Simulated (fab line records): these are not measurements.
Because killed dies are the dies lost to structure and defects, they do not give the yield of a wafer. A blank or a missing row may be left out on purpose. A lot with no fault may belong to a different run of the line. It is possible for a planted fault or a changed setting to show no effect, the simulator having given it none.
A lot that was struck, set against a sound lot :: flow sky130 :: 17 steps out of a route of 708
Sound: the wafers L324.1, L324.2, L324.3. Wafers struck: L338.1, L338.2, L338.3. The cause comes at the end.
Each step with rows lists, per side, the tool, then ch with its chambers, then its first start. Under that, the readings that differ: sound wafers :: struck wafers :: difference of the means :: sigmas: that difference in standard deviations of wafers without a fault.
alike: readings whose means differ by less than 2 such deviations, and words and numbers that are the same on both sides. not compared: withheld readings, readings that some wafer has no value for, bounds like >300 that may hide the same value, and numbers for which the record gives no deviation and whose values overlap.
The two part at a step that has a row with sigmas, a row that says differs or no value, or rows on one side only. Numbers that don't overlap but have no deviation are shown without sigmas and don't part them. A reading missing from all wafers of one side parts the sides only when that side holds two or more wafers.

first, 1 step without rows for these wafers: SKY_VT_ADJUST_NCORE_IMPLANT_09.
SKY_VT_ADJUST_NCORE_STRIP_10: strips in O2/N2.
  sound on plasma-asher-04 ch 0,1, day 11 07:17; struck on plasma-asher-04 ch 0,1, day 15 07:46
  alike: drypump-motor-current-A, oes-product-au, strip-time-to-endpoint-s
  not compared: rf-hours-counter-h
SKY_VT_ADJUST_NCORE_TW_MEAS_11:
  sound on film-metro-01, day 11 07:23; struck on film-metro-04, day 15 07:52
  alike: VT_ADJUST_NCORE_TW
then, 7 steps without rows for these wafers: SKY_VT_ADJUST_HVTR_DEHYDRATE_00 (time 60 s); SKY_VT_ADJUST_HVTR_HMDS_01 (prime time 60 s); SKY_VT_ADJUST_HVTR_COAT_02 (resist thk 1140 nm); SKY_VT_ADJUST_HVTR_SOFTBAKE_03 (time 60 s); SKY_VT_ADJUST_HVTR_EXPOSE_04 (exposes mask HVTRM, target cd 380 nm); SKY_VT_ADJUST_HVTR_PEB_05; SKY_VT_ADJUST_HVTR_DEVELOP_06 (develop time 60 s).
SKY_VT_ADJUST_HVTR_CD_MEAS_07 targets a cd of 380 nm.
  sound on cd-sem-02, day 12 06:20; struck on cd-sem-01, day 16 11:30
  alike: cd-nm
SKY_VT_ADJUST_HVTR_OVL_MEAS_08:
  sound on overlay-01, day 12 06:27; struck on overlay-02, day 16 11:37
  alike: VT_ADJUST_HVTR_OVL
SKY_VT_ADJUST_HVTR_IMPLANT_09:
  sound on implanter-04 ch 0, day 12 06:29; struck on implanter-04 ch 0, day 16 11:40
reading: dose-ions-cm2
sound: 2.0973e+12 2.1012e+12 2.0984e+12
struck: 5.132e+11 5.16e+11 5.141e+11
difference: -1.585e+12
sigmas: -99 or more

reading: faraday-current-uA
sound: 11.84 11.79 11.79
struck: 2.90 2.79 2.88
difference: -8.95
sigmas: -45
SKY_VT_ADJUST_HVTR_STRIP_10: strips in O2/N2.
  sound on plasma-asher-01 ch 0,1, day 12 06:38; struck on plasma-asher-02 ch 0,1, day 16 11:49
  alike: drypump-motor-current-A, oes-product-au, strip-time-to-endpoint-s
  not compared: rf-hours-counter-h
SKY_VT_ADJUST_HVTR_TW_MEAS_11:
  sound on film-metro-01, day 12 06:44; struck on film-metro-02, day 16 11:55
reading: VT_ADJUST_HVTR_TW
sound: 209.7 209.4 208.7
struck: 142.4 142.7 144.1
difference: -66.2
sigmas: -41
then, 1 step without rows for these wafers: SKY_VT_ADJUST_PCH_DEHYDRATE_00 (time 60 s).
-- record jumps: 35 days separate the struck wafers' starts on either side; left off in module VT_ADJUST_PCH, taken up again in module PAD_OPEN, whose first shown step is the route's number 708 --
SKY_PAD_OPEN_PROBE_99:
  sound on prober-02, day 48 07:25; struck on prober-02, day 51 00:40
reading: model.etest.pfet_01v8_mvt.drive-ua-um
sound: 147.2 149 154.1
struck: 117.9 118.3 117.6
difference: -32.2
sigmas: 

reading: model.etest.pfet_01v8_mvt.off-log10-a-um
sound: -10.63 -10.64 -10.25
struck: -12.9 -12.71 -12.73
difference: -2.3
sigmas: 

reading: model.etest.pfet_01v8_mvt.vt-sat-v (V)
sound: -0.5522 -0.5523 -0.5342
struck: -0.7867 -0.7875 -0.783
difference: -0.2395
sigmas: 

reading: model.etest.pfet_01v8_mvt.vt-v (V)
sound: -0.6413 -0.6434 -0.6292
struck: -0.8369 -0.8412 -0.8387
difference: -0.2010
sigmas: 

reading: model.etest.pfet_01v8_mvt.vt-long-v (V)
sound: -0.8529 -0.8498 -0.8461
struck: -1.022 -1.026 -1.024
difference: -0.174
sigmas: 
  alike: killed_at_M0_to_M3, killed_at_M4_up, killed-at-contacts, killed-at-front-end, killed-at-other, killed-dies, killed-open, killed-short

== WHERE THEY PART ==
First at SKY_VT_ADJUST_HVTR_IMPLANT_09; last, within this record, at SKY_VT_ADJUST_HVTR_TW_MEAS_11. Later steps at which nothing parts them and some readings are alike: SKY_PAD_OPEN_PROBE_99.

WHY: whatever the simulator had introduced
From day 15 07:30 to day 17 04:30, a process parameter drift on implanter-04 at SKY_VT_ADJUST_HVTR_IMPLANT_09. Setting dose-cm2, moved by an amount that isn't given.
